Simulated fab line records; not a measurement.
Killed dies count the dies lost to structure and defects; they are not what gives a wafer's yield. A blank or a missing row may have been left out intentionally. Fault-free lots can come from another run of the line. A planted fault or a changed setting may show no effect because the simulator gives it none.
Which of the tools did it? :: flow gf180mcu :: 42 wafers from 14 lots sampled at 4 of the route's 602 steps

## WHAT THE GAUGES READ, wafer by wafer
GF_HV_LDD_CD_MEAS_19: the cd target is 400 nm.
lot: L361
measured: day 10 16:06
on: cd-sem-01
cd-nm (nm): 397.5 395.3 395.1

lot: L362
measured: day 10 22:40
on: cd-sem-01
cd-nm (nm): 397.7 398.5 399.0

lot: L363
measured: day 11 08:23
on: cd-sem-01
cd-nm (nm): 396.2 395.7 396.3

lot: L364
measured: day 11 15:55
on: cd-sem-01
cd-nm (nm): 399.4 399.9 401.0

lot: L366
measured: day 12 03:47
on: cd-sem-01
cd-nm (nm): 402.7 403.1 404.5

lot: L369
measured: day 12 22:35
on: cd-sem-01
cd-nm (nm): 401.8 402.5 400.7

lot: L370
measured: day 13 09:35
on: cd-sem-02
cd-nm (nm): 400.1 399.5 399.4

lot: L372
measured: day 13 22:40
on: cd-sem-02
cd-nm (nm): 403.3 403.8 402.1

lot: L373
measured: day 14 14:17
on: cd-sem-02
cd-nm (nm): 400.4 400.9 400.1

lot: L375
measured: day 15 05:22
on: cd-sem-02
cd-nm (nm): 400.8 402.1 398.3

lot: L378
measured: day 17 03:52
on: cd-sem-01
cd-nm (nm): 403.2 402.1 404.6

lot: L381
measured: day 18 02:36
on: cd-sem-01
cd-nm (nm): 399.9 400.3 397.9

lot: L383
measured: day 18 11:41
on: cd-sem-02
cd-nm (nm): 397.9 398.0 398.3

lot: L382
measured: day 18 13:02
on: cd-sem-01
cd-nm (nm): 396.6 395.4 397.4

GF_HV_LDD_CD_MEAS_31: the cd target is 400 nm.
lot: L361
measured: day 11 11:00
on: cd-sem-01
cd-nm (nm): 397.4 396.8 395.6

lot: L362
measured: day 11 16:53
on: cd-sem-01
cd-nm (nm): 397.7 396.9 396.0

lot: L363
measured: day 12 03:43
on: cd-sem-02
cd-nm (nm): 401.4 399.7 402.6

lot: L364
measured: day 12 11:37
on: cd-sem-02
cd-nm (nm): 400.1 401.3 399.5

lot: L366
measured: day 12 23:08
on: cd-sem-01
cd-nm (nm): 402.1 402.2 405.3

lot: L369
measured: day 13 19:05
on: cd-sem-02
cd-nm (nm): 398.2 399.3 399.8

lot: L370
measured: day 14 05:55
on: cd-sem-02
cd-nm (nm): 399.7 397.6 398.4

lot: L372
measured: day 14 19:16
on: cd-sem-02
cd-nm (nm): 401.6 400.7 397.7

lot: L373
measured: day 15 11:28
on: cd-sem-02
cd-nm (nm): 402.1 397.5 401.8

lot: L375
measured: day 16 03:10
on: cd-sem-01
cd-nm (nm): 397.5 398.7 399.4

lot: L378
measured: day 18 03:11
on: cd-sem-02
cd-nm (nm): 399.7 398.7 397.7

lot: L381
measured: day 19 01:51
on: cd-sem-02
cd-nm (nm): 397.0 397.1 396.7

lot: L383
measured: day 19 11:08
on: cd-sem-01
cd-nm (nm): 397.2 398.6 400.0

lot: L382
measured: day 19 13:11
on: cd-sem-01
cd-nm (nm): 394.6 394.2 395.9

GF_SAB_OVL_MEAS_10.
lot: L361
measured: day 15 00:53
on: overlay-02
SAB_OVL (nm): 1.3 0.8 2.9

lot: L362
measured: day 15 07:02
on: overlay-02
SAB_OVL (nm): 1.0 1.7 2.4

lot: L363
measured: day 15 17:32
on: overlay-02
SAB_OVL (nm): 0.6 2.3 1.7

lot: L364
measured: day 16 02:00
on: overlay-02
SAB_OVL (nm): 3.1 2.3 4.0

lot: L366
measured: day 16 15:07
on: overlay-01
SAB_OVL (nm): 0.4 2.3 0.2

lot: L372
measured: day 18 16:46
on: overlay-01
SAB_OVL (nm): -0.7 0.5 0.8

lot: L373
measured: day 19 10:17
on: overlay-02
SAB_OVL (nm): 3.0 1.9 2.1

lot: L375
measured: day 20 03:21
on: overlay-01
SAB_OVL (nm): 1.2 3.5 2.5

lot: L378
measured: day 22 05:30
on: overlay-01
SAB_OVL (nm): 1.9 2.1 1.3

lot: L381
measured: day 23 04:07
on: overlay-01
SAB_OVL (nm): 2.9 1.5 2.1

lot: L383
measured: day 23 13:39
on: overlay-01
SAB_OVL (nm): 2.0 2.8 2.8

lot: L382
measured: day 23 16:05
on: overlay-02
SAB_OVL (nm): 1.2 0.3 0.3

## WHAT TOOL EACH LOT RAN ON (gives the tool, then ch and the chambers of the sampled wafers, and finally the start)
lot: L361
GF_HV_LDD_DEVELOP_45: litho-track-02 ch 0, day 12 06:03

lot: L362
GF_HV_LDD_DEVELOP_45: litho-track-01 ch 0, day 12 12:47

lot: L363
GF_HV_LDD_DEVELOP_45: litho-track-02 ch 0, day 12 23:38

lot: L364
GF_HV_LDD_DEVELOP_45: litho-track-01 ch 0, day 13 07:50

lot: L366
GF_HV_LDD_DEVELOP_45: litho-track-01 ch 0, day 13 19:16

lot: L369
GF_HV_LDD_DEVELOP_45: litho-track-02, day 14 15:17

lot: L370
GF_HV_LDD_DEVELOP_45: litho-track-01, day 15 02:47

lot: L372
GF_HV_LDD_DEVELOP_45: litho-track-03 ch 0, day 15 16:40

lot: L373
GF_HV_LDD_DEVELOP_45: litho-track-02 ch 0, day 16 09:23

lot: L375
GF_HV_LDD_DEVELOP_45: litho-track-02 ch 0, day 17 02:05

lot: L378
GF_HV_LDD_DEVELOP_45: litho-track-03 ch 0, day 19 02:16

lot: L381
GF_HV_LDD_DEVELOP_45: litho-track-01 ch 0, day 20 02:28

lot: L383
GF_HV_LDD_DEVELOP_45: litho-track-01 ch 0, day 20 11:50

lot: L382
GF_HV_LDD_DEVELOP_45: litho-track-02 ch 0, day 20 13:21
- GF_HV_LDD_DEVELOP_45: develop time 60 s.

## WHAT THE TOOLS THEMSELVES READ (means of the sampled wafers that have a number; where no wafer has one, the mark that the record gives instead)
GF_HV_LDD_DEVELOP_45.
lot: L361
tool: litho-track-02
chill-plate-temp-C (C): 22.93

lot: L362
tool: litho-track-01
chill-plate-temp-C (C): 22.95

lot: L363
tool: litho-track-02
chill-plate-temp-C (C): 22.97

lot: L364
tool: litho-track-01
chill-plate-temp-C (C): 22.95

lot: L366
tool: litho-track-01
chill-plate-temp-C (C): 22.91

lot: L369
tool: litho-track-02
chill-plate-temp-C (C): -

lot: L370
tool: litho-track-01
chill-plate-temp-C (C): -

lot: L372
tool: litho-track-03
chill-plate-temp-C (C): 23.14

lot: L373
tool: litho-track-02
chill-plate-temp-C (C): 23.00

lot: L375
tool: litho-track-02
chill-plate-temp-C (C): 23.13

lot: L378
tool: litho-track-03
chill-plate-temp-C (C): 23.04

lot: L381
tool: litho-track-01
chill-plate-temp-C (C): 23.03

lot: L383
tool: litho-track-01
chill-plate-temp-C (C): 23.04

lot: L382
tool: litho-track-02
chill-plate-temp-C (C): 22.94

## THE ANSWER, worked out from the rows above alone
Rule: the lots themselves supply what counts as usual. Put in order of their means at a reading, lots are off if they are a third of the lots or fewer, leave a main group of 4 or more, and stand apart from it by a gap of 3 or more times the standard deviation of the main group's means; of several such gaps the widest counts. A main group whose means are all the same, to the digits that the tables above print for the reading, isn't used. Also off: a lot with no number at a reading for which 4 or more lots have one. The other lots that the step has rows for count as sound. First the gauges in route order, then the tools' own readings, where a lot's mean is used as printed above. The first step at which some lot is off is used, and at that step the reading that is off furthest; a lot without a number counts as furthest.
Off at GF_HV_LDD_DEVELOP_45 (chill-plate-temp-C): L369, L370. Without a number there: L369, L370. For the main group the mean is 23.00 C and the standard deviation 0.072.
A tool fits if, at that step or a process step before it, it ran every lot that is off, and no sound lot after the first of them. No candidate that was tried fits.

## WHAT HAD BEEN PUT IN BY THE SIMULATOR
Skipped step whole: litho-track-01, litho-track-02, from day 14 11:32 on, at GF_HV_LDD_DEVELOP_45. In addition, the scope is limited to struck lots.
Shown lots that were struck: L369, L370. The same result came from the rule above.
